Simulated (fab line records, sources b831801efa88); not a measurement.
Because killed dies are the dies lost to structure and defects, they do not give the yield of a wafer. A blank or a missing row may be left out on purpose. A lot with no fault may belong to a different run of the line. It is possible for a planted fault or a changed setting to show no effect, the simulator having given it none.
A sampling plan put to the test ; flow sky130 ; each of the 18 faults these records tell of, on one fab line, judged from the records of the lots it struck
The plan is the line's own looks: the steps of the route at which a gauge or an inspection reads the wafer and doesn't change it. Where struck wafers have a number at a look and the file lists that look's usual mean and standard deviation on fault-free wafers, the look can be judged. Caught: a look later than the fault's first step finds the struck wafers' mean 4 or more of those standard deviations (sigma) from the usual mean. On the tool: here the same test is run on the tool's own readings at the fault's steps. Also counted as caught: the struck wafers showing another recipe, or a record that is empty for them alone.

THE FAULTS, as the simulator had put them in
1. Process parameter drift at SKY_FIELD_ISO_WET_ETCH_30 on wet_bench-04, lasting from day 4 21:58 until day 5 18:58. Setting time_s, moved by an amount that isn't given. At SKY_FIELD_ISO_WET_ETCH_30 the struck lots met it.
2. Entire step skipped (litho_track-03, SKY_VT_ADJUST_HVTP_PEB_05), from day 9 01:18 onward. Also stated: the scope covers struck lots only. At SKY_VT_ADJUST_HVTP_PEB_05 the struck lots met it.
3. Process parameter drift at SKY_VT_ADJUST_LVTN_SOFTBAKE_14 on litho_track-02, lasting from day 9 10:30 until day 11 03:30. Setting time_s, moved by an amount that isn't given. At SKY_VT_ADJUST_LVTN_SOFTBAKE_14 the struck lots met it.
4. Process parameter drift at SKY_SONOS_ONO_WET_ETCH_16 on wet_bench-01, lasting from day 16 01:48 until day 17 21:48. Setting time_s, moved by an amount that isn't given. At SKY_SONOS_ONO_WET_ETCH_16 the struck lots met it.
5. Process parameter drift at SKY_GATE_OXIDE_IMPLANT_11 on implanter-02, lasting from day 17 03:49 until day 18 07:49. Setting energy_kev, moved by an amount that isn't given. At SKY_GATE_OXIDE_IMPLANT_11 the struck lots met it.
6. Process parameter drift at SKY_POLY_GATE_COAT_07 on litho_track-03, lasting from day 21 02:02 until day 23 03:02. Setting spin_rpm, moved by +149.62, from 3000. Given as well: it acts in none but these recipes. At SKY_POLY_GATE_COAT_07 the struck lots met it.
7. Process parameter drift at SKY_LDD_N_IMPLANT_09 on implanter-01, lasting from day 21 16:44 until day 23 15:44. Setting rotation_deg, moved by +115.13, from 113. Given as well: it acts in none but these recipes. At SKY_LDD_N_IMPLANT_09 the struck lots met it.
8. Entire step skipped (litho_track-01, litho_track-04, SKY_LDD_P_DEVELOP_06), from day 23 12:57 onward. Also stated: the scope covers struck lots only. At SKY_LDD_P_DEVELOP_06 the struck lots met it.
9. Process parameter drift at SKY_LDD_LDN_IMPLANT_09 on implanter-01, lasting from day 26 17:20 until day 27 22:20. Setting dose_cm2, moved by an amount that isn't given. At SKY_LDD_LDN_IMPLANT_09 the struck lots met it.
10. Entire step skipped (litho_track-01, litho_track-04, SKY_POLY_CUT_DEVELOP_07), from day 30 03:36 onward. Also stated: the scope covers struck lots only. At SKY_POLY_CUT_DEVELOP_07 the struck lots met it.
11. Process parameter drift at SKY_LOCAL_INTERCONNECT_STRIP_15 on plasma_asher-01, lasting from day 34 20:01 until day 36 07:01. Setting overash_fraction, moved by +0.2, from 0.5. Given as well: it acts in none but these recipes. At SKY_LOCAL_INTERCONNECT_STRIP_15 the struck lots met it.
12. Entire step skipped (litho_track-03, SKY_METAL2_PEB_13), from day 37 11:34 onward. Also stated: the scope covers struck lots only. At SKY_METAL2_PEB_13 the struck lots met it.
13. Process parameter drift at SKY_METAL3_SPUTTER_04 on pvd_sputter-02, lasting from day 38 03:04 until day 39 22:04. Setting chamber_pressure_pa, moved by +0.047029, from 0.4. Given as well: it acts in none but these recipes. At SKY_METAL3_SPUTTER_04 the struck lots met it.
14. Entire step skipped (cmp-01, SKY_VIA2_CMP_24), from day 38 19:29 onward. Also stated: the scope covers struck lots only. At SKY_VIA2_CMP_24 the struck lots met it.
15. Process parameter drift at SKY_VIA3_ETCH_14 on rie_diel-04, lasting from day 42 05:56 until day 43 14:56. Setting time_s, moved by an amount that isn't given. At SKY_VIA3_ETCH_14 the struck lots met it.
16. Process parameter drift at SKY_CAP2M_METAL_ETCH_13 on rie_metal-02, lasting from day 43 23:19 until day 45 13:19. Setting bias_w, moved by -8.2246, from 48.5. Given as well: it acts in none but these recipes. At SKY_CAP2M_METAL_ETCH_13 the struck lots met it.
17. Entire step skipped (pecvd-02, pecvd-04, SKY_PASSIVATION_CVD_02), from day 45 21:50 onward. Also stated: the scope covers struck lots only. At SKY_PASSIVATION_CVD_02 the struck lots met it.
18. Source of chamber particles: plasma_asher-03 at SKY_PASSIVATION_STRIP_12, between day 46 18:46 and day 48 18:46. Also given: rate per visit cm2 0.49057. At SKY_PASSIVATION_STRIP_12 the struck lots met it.

WHAT THE PLAN SAW
fault;on the tool itself;first look that catches it;reading, sigma;median hours from its first step to that look;hours from the fault's start to the first struck lot there;judged looks passed uncaught
1;run_length_s -8.5 sigma;not the one look that can be judged after it;-;-;-;1
2;no reading that can be judged;not the one look that can be judged after it;-;-;-;1
3;run_length_s +77 sigma;not the one look that can be judged after it;-;-;-;1
4;run_length_s -4.3 sigma;no look after it can be judged;-;-;-;0
5;beam_energy_keV -49 sigma;not the one look that can be judged after it;-;-;-;1
6;spin_speed_rpm +69 sigma;no look after it can be judged;-;-;-;0
7;rotation_deg +99 or beyond sigma;not the one look that can be judged after it;-;-;-;1
8;the tool's record is blank for the struck wafers;no look after it can be judged;-;-;-;0
9;dose_ions_cm2 -52 sigma;no look after it can be judged;-;-;-;0
10;the tool's record is blank for the struck wafers;no look after it can be judged;-;-;-;0
11;under 2 sigma;not the one look that can be judged after it;-;-;-;1
12;no reading that can be judged;no look after it can be judged;-;-;-;0
13;chamber_pressure_pa +56 sigma;no look after it can be judged;-;-;-;0
14;the tool's record is blank for the struck wafers;no look after it can be judged;-;-;-;0
15;oes_product_au +13 sigma;no look after it can be judged;-;-;-;0
16;bias_w -50 sigma;no look after it can be judged;-;-;-;0
17;the tool's record is blank for the struck wafers;no look after it can be judged;-;-;-;0
18;under 2 sigma;no look after it can be judged;-;-;-;0
A dash: this means the fault isn't caught or the number doesn't appear in these records.

Caught at a look: 0 of 18. Caught on the tool: 14 of 18. By one or the other: 14 of 18.
Faults 1, 3, 4, 5, 6, 7, 8, 9, 10, 13, 14, 15, 16, 17 were caught on the tool alone.
Caught by neither: faults 2, 11, 12, 18.
